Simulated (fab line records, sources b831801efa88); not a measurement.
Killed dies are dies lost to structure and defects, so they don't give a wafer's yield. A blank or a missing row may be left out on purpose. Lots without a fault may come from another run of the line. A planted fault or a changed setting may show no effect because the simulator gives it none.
A struck lot beside a sound one | flow sfq_line | 14 steps out of a route of 325
Sound: wafers L648.2, L648.5, L648.6. Struck: wafer L659.5. (L659.1, L659.4 of the same lot were not struck and are left out.) The cause comes at the end.
At each step with rows: each side's tool, then ch and its chambers, then its first start. Under that, the readings that differ: sound wafers | struck wafers | difference of the means | sigmas: that difference in standard deviations of wafers without a fault.
alike: readings whose means differ by less than 2 such deviations, and words and numbers that are the same on both sides. not compared: withheld readings, readings that some wafer has no value for, bounds like >300 that may hide the same value, and numbers for which the record gives no deviation and whose values overlap.
The two part at a step that has a row with sigmas, a row that says differs or no value, or rows on one side only. Numbers that don't overlap but have no deviation are shown without sigmas and don't part them. A reading that every wafer of one side lacks parts them only if that side has two wafers or more.

first, 2 steps without rows for these wafers: SFQ_TRILAYER_I2_VIA_STRIP_SOLV_CLEAN_072 (cleans in NMP, time 600 s); SFQ_TRILAYER_M3_DEP_PRE_CLEAN_074 (time 22.5 s).
SFQ_TRILAYER_M3_DEP_SPUTTER_073: material Nb, target thk 200 nm, time 133.3 s.
  sound on pvd_sputter-05, day 32 02:04; struck on pvd_sputter-06, day 38 07:11
  alike: chamber_pressure_pa, throttle_valve_pct
SFQ_M3_RS_MEAS_919: measures by four-point-probe.
  sound on film_metro-04, day 32 02:11; struck on film_metro-04, day 38 07:16
  alike: M3_NB_RS
then, 6 steps without rows for these wafers: SFQ_TRILAYER_M3_LITHO_COAT_080 (resist thk 62 nm); SFQ_TRILAYER_M3_LITHO_COAT_075 (resist thk 600 nm); SFQ_TRILAYER_M3_LITHO_SOFTBAKE_079; SFQ_TRILAYER_M3_LITHO_EXPOSE_076 (exposes mask M3, target cd 500 nm); SFQ_TRILAYER_M3_LITHO_PEB_078 (peb time 60 s); SFQ_TRILAYER_M3_LITHO_DEVELOP_077 (time 60 s).
-- the record jumps here: 6 days lie between the struck wafers' starts before and after --
SFQ_M3_OVL_MEAS_921:
  sound on overlay-01, day 38 14:22; struck on overlay-01, day 43 22:06
  alike: M3_OVL
SFQ_TRILAYER_M3_BARC_OPEN_METAL_ETCH_100: etches BARC in O2, target depth 125 nm, time 41.7 s.
  sound on rie_metal-04 ch 0,1, day 38 14:24; struck on rie_metal-03 ch 1, day 43 22:08
  reading                                             | sound             | struck | difference | sigmas
  rf_fwd_power_W (W)                                  | 598.8 595.9 593.0 | 500.1  | -95.8      | -38
  model.KrF_of_TRILAYER_M3_LITHO_COAT_075.thk_nm (nm) | 522 522.3 519.4   | 532.1  | +10.9      |
  alike: bias_w, drypump_motor_current_A, he_backside_leak_sccm, oes_product_au
  not compared: rf_hours_counter_h
SFQ_TRILAYER_M3_ETCH_METAL_ETCH_078: etches Nb in Cl2/Ar, stops on SiO2, target depth 240 nm, time 120 s.
  sound on rie_metal-04 ch 0,1, day 38 14:28; struck on rie_metal-03 ch 1, day 43 22:11
  reading                                             | sound             | struck | difference | sigmas
  model.KrF_of_TRILAYER_M3_LITHO_COAT_075.thk_nm (nm) | 380.3 381.9 376.7 | 391.9  | +12.3      |
  alike: bias_w, drypump_motor_current_A, he_backside_leak_sccm, oes_product_au, rf_fwd_power_W
  not compared: rf_hours_counter_h
SFQ_TRILAYER_M3_STRIP_STRIP_079: strips in O2.
  sound on rie_metal-04 ch 0,1, day 38 14:35; struck on rie_metal-03 ch 1, day 43 22:19
  alike: drypump_motor_current_A, he_backside_leak_sccm, oes_product_au
  not compared: rf_hours_counter_h

WHERE THEY PART
Only at SFQ_TRILAYER_M3_BARC_OPEN_METAL_ETCH_100, within this record. Later steps at which nothing parts them and some readings are alike: SFQ_TRILAYER_M3_ETCH_METAL_ETCH_078, SFQ_TRILAYER_M3_STRIP_STRIP_079.

WHY: what the simulator had put in
Process parameter drift: rie_metal-03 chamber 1, from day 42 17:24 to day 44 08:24, at SFQ_TRILAYER_M3_BARC_OPEN_METAL_ETCH_100. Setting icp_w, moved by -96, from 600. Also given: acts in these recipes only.
